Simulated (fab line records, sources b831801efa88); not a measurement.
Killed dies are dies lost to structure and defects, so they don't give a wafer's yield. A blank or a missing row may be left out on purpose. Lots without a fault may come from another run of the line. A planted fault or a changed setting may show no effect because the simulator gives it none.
Chamber matching | flow sky130 | SKY_VIA3_ETCH_14 on rie_diel-03: 4 sister chambers
The step etches BARC in N2/H2, stops on SiO2, time 45.9 s, target depth 60 nm. 16 wafers are shown with their chamber, then 8 later ones without.

WAFERS WITH THEIR CHAMBER
wafer  | chamber | drypump_motor_current_A (A) | h2_flow_sccm (sccm) | throttle_valve_pct (%)
L075.2 | 2       | 5.72                        | 200.5               | 13.212
L075.4 | 1       | 5.84                        | 200.3               | 13.225
L075.5 | 2       | 5.72                        | 200.3               | 13.220
L081.2 | 0       | 5.05                        | 199.1               | 13.213
L081.3 | 3       | 5.37                        | 198.5               | 13.210
L081.5 | 0       | 5.06                        | 199.6               | 13.223
L086.1 | 2       | 5.75                        | 200.1               | 13.216
L086.4 | 1       | 5.82                        | 200.1               | 13.240
L086.6 | 1       | 5.85                        | 199.0               | 13.210
L088.1 | 0       | 5.08                        | 201.2               | 13.225
L088.2 | 3       | 5.35                        | 199.8               | 13.219
L088.4 | 2       | 5.77                        | 199.9               | 13.231
L092.1 | 0       | 5.09                        | 199.9               | 13.229
L092.4 | 0       | 5.07                        | 200.0               | 13.228
L092.5 | 3       | 5.36                        | 198.9               | 13.235
L094.1 | 3       | 5.36                        | 199.6               | 13.219

SIGNATURES (means of the wafers above)
reading                 | chamber 0 | chamber 1 | chamber 2 | chamber 3 | scatter within a chamber
drypump_motor_current_A | 5.0700    | 5.8367    | 5.7400    | 5.3600    | 0.017
h2_flow_sccm            | 199.960   | 199.800   | 200.200   | 199.200   | 0.625
throttle_valve_pct      | 13.22360  | 13.22500  | 13.21975  | 13.22075  | 0.00974
Rule: a wafer's distance from a chamber is the root of the sum, over the readings, of the square of ((its reading less the chamber's mean) divided by the reading's scatter). The wafer belongs to the nearest chamber; if the next one is less than 2 further off, it can't be placed. The scatter: the root of (the sum of the squares of (reading less its chamber's mean) over the shown wafers, divided by (wafers less chambers)).

WAFERS WITHOUT THEIR CHAMBER
wafer  | drypump_motor_current_A (A) | h2_flow_sccm (sccm) | throttle_valve_pct (%)
L094.2 | 5.84                        | 201.0               | 13.218
L094.5 | 5.06                        | 200.2               | 13.215
L096.2 | 5.74                        | 199.8               | 13.228
L096.4 | 5.85                        | 199.7               | 13.235
L096.5 | 5.72                        | 200.4               | 13.209
L097.1 | 5.04                        | 200.3               | 13.217
L097.2 | 5.76                        | 200.3               | 13.229
L097.3 | 5.38                        | 200.2               | 13.215

WHICH CHAMBER EACH WENT THROUGH
wafer  | from the rows above | in truth
L094.2 | 1                   | 1
L094.5 | 0                   | 0
L096.2 | 2                   | 2
L096.4 | 1                   | 1
L096.5 | 2                   | 2
L097.1 | 0                   | 0
L097.2 | 2                   | 2
L097.3 | 3                   | 3
Placed correctly: 8 of 8. Can't be placed from these rows: 0. Placed wrongly: 0.
